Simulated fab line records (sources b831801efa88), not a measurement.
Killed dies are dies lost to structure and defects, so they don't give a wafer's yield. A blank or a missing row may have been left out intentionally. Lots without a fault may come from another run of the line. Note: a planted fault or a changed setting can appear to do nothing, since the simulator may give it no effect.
One fault seen from 2 desks -- flow gf180mcu -- only its own numbers are on each desk; what lay behind them is given at the end

## TOOL OWNER'S DESK, plasma_asher-02
The tool's own readings at GF_M1_STRIP_17 (strips in O2/N2): means of the sampled wafers that have a number, for each lot that ran on this tool. Marked OUT: a lot whose mean sits more than 4 standard deviations from the usual mean, which makes it out of limits; the brackets give that distance.
Columns: A = drypump_motor_current_A at GF_M1_STRIP_17, usual 5.9 A; B = heater_power_w at GF_M1_STRIP_17, usual 338 W; C = oes_product_au at GF_M1_STRIP_17, usual 0.537 a.u.; D = strip_time_to_endpoint_s at GF_M1_STRIP_17, usual 7.39 s
lot,first seen here,A,B,C,D
L690,day 20 13:17,6.0,364,0.542,7.43
L692,day 21 10:54,6.0,360,0.528,7.35
L696,day 22 17:35,6.0,357,0.540,7.41
L700,day 23 23:18,5.9,338,0.538,7.37
L701,day 24 05:57,6.0,360,0.534,7.21 (-4.2) OUT
This desk finds L701 out of limits, L701 being first, at day 24 05:57 (strip_time_to_endpoint_s at GF_M1_STRIP_17). Within limits: L690, L692, L696, L700.

## METROLOGY DESK
Means of the sampled wafers that have a number, per lot and without regard to the tool the lot ran on: this is what the gauges read. Marked OUT: a lot whose mean sits more than 4 standard deviations from the usual mean, which makes it out of limits; the brackets give that distance.
Columns: A = M1_OVL at GF_M1_OVL_MEAS_15, usual 1 nm; B = V1_CVD_00_THK at GF_V1_THK_MEAS_01, usual 599 nm
lot,first seen here,A,B
L681,day 16 23:05,-11,600
L682,day 17 09:43,5,602
L683,day 17 20:01,3,595
L684,day 18 08:43,1,596
L686,day 18 23:56,6,596
L688,day 19 18:41,1,595
L690,day 20 13:08,3,600
L692,day 21 10:43,3,596
L696,day 22 17:25,8,600
L697,day 23 00:58,0,595
L698,day 23 09:50,-1,597
L700,day 23 23:05,-5,600
L701,day 24 05:40,-2,600
This desk found nothing out of limits on any of the 13 lots.

## BROUGHT TOGETHER
At day 24 05:57, on L701, the tool owner's desk was in a position to raise an alarm.
Nothing out of limits was seen by the metrology desk.
The metrology desk has L701 on record, within its limits.
All the named lots went through GF_M1_STRIP_17 on plasma_asher-02.

## WHAT THE SIMULATOR HAD PUT IN
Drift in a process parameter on plasma_asher-02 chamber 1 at GF_M1_STRIP_17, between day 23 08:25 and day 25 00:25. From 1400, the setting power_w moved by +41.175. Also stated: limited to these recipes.
Shown lots that were struck: L701.
Delay in hours, fault start to first out-of-limits reading, by desk: the tool owner's desk at 22.
